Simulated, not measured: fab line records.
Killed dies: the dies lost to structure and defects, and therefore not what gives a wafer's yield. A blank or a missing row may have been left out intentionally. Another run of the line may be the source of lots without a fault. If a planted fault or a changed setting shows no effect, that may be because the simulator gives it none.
Matching of chambers || flow gf180mcu || 4 sister chambers for GF_STI_ETCH_14 on rie-si-01
The step etches Si in HBr/Cl2/O2, target depth 360 nm, time 102.9 s. 16 wafers are shown with their chamber, then 8 later ones without.

== WAFERS WITH THEIR CHAMBER ==
{"wafer": "L114.1", "chamber": 1, "drypump-motor-current-A (A)": 6.3, "oes-product-au (a.u.)": 0.987, "mfc-cl2-sccm (sccm)": 40.08}
{"wafer": "L114.3", "chamber": 0, "drypump-motor-current-A (A)": 5.2, "oes-product-au (a.u.)": 0.991, "mfc-cl2-sccm (sccm)": 40.01}
{"wafer": "L114.4", "chamber": 2, "drypump-motor-current-A (A)": 6.5, "oes-product-au (a.u.)": 0.996, "mfc-cl2-sccm (sccm)": 39.79}
{"wafer": "L115.2", "chamber": 2, "drypump-motor-current-A (A)": 6.5, "oes-product-au (a.u.)": 0.993, "mfc-cl2-sccm (sccm)": 40.02}
{"wafer": "L115.5", "chamber": 3, "drypump-motor-current-A (A)": 4.8, "oes-product-au (a.u.)": 1.007, "mfc-cl2-sccm (sccm)": 39.85}
{"wafer": "L115.6", "chamber": 0, "drypump-motor-current-A (A)": 5.2, "oes-product-au (a.u.)": 0.985, "mfc-cl2-sccm (sccm)": 40.02}
{"wafer": "L116.1", "chamber": 1, "drypump-motor-current-A (A)": 6.3, "oes-product-au (a.u.)": 1.007, "mfc-cl2-sccm (sccm)": 39.97}
{"wafer": "L116.3", "chamber": 0, "drypump-motor-current-A (A)": 5.2, "oes-product-au (a.u.)": 0.991, "mfc-cl2-sccm (sccm)": 39.95}
{"wafer": "L116.6", "chamber": 3, "drypump-motor-current-A (A)": 4.8, "oes-product-au (a.u.)": 1.002, "mfc-cl2-sccm (sccm)": 40.07}
{"wafer": "L118.2", "chamber": 1, "drypump-motor-current-A (A)": 6.3, "oes-product-au (a.u.)": 1.001, "mfc-cl2-sccm (sccm)": 40.05}
{"wafer": "L118.4", "chamber": 3, "drypump-motor-current-A (A)": 4.8, "oes-product-au (a.u.)": 1.011, "mfc-cl2-sccm (sccm)": 40.10}
{"wafer": "L118.6", "chamber": 3, "drypump-motor-current-A (A)": 4.8, "oes-product-au (a.u.)": 0.993, "mfc-cl2-sccm (sccm)": 40.16}
{"wafer": "L120.2", "chamber": 1, "drypump-motor-current-A (A)": 6.3, "oes-product-au (a.u.)": 1.011, "mfc-cl2-sccm (sccm)": 40.13}
{"wafer": "L120.5", "chamber": 0, "drypump-motor-current-A (A)": 5.3, "oes-product-au (a.u.)": 0.997, "mfc-cl2-sccm (sccm)": 40.02}
{"wafer": "L120.6", "chamber": 1, "drypump-motor-current-A (A)": 6.3, "oes-product-au (a.u.)": 1.020, "mfc-cl2-sccm (sccm)": 40.06}
{"wafer": "L124.3", "chamber": 0, "drypump-motor-current-A (A)": 5.2, "oes-product-au (a.u.)": 0.985, "mfc-cl2-sccm (sccm)": 40.19}

SIGNATURES (means of the wafers above)
{"reading": "drypump-motor-current-A", "chamber 0": 5.220, "chamber 1": 6.300, "chamber 2": 6.500, "chamber 3": 4.800, "scatter within a chamber": 0.0258}
{"reading": "oes-product-au", "chamber 0": 0.98980, "chamber 1": 1.00520, "chamber 2": 0.99450, "chamber 3": 1.00325, "scatter within a chamber": 0.00862}
{"reading": "mfc-cl2-sccm", "chamber 0": 40.0380, "chamber 1": 40.0580, "chamber 2": 39.9050, "chamber 3": 40.0450, "scatter within a chamber": 0.103}
Rule: a wafer lies at a distance from a chamber equal to the root of the sum of squares, over the readings, of (its reading less the chamber's mean, divided by the reading's scatter). The wafer belongs to the nearest chamber; if the next one is less than 2 further off, it can't be placed. The scatter: the root of (the sum of the squares of (reading less its chamber's mean) over the shown wafers, divided by (wafers less chambers)).

== WAFERS WITHOUT THEIR CHAMBER ==
{"wafer": "L124.4", "drypump-motor-current-A (A)": 6.5, "oes-product-au (a.u.)": 0.998, "mfc-cl2-sccm (sccm)": 40.13}
{"wafer": "L124.5", "drypump-motor-current-A (A)": 6.3, "oes-product-au (a.u.)": 1.011, "mfc-cl2-sccm (sccm)": 39.96}
{"wafer": "L128.2", "drypump-motor-current-A (A)": 6.5, "oes-product-au (a.u.)": 1.005, "mfc-cl2-sccm (sccm)": 40.08}
{"wafer": "L128.5", "drypump-motor-current-A (A)": 6.5, "oes-product-au (a.u.)": 0.998, "mfc-cl2-sccm (sccm)": 39.98}
{"wafer": "L128.6", "drypump-motor-current-A (A)": 4.8, "oes-product-au (a.u.)": 0.997, "mfc-cl2-sccm (sccm)": 39.90}
{"wafer": "L135.1", "drypump-motor-current-A (A)": 5.2, "oes-product-au (a.u.)": 0.985, "mfc-cl2-sccm (sccm)": 39.97}
{"wafer": "L135.2", "drypump-motor-current-A (A)": 6.3, "oes-product-au (a.u.)": 1.009, "mfc-cl2-sccm (sccm)": 39.87}
{"wafer": "L135.6", "drypump-motor-current-A (A)": 6.5, "oes-product-au (a.u.)": 0.991, "mfc-cl2-sccm (sccm)": 40.07}

== CHAMBER TAKEN BY EACH ==
{"wafer": "L124.4", "from the rows above": 2, "in truth": 2}
{"wafer": "L124.5", "from the rows above": 1, "in truth": 1}
{"wafer": "L128.2", "from the rows above": 2, "in truth": 2}
{"wafer": "L128.5", "from the rows above": 2, "in truth": 2}
{"wafer": "L128.6", "from the rows above": 3, "in truth": 3}
{"wafer": "L135.1", "from the rows above": 0, "in truth": 0}
{"wafer": "L135.2", "from the rows above": 1, "in truth": 1}
{"wafer": "L135.6", "from the rows above": 2, "in truth": 2}
Correct placement for 8 of the 8. From these rows, 0 cannot be placed. Number placed wrongly: 0.
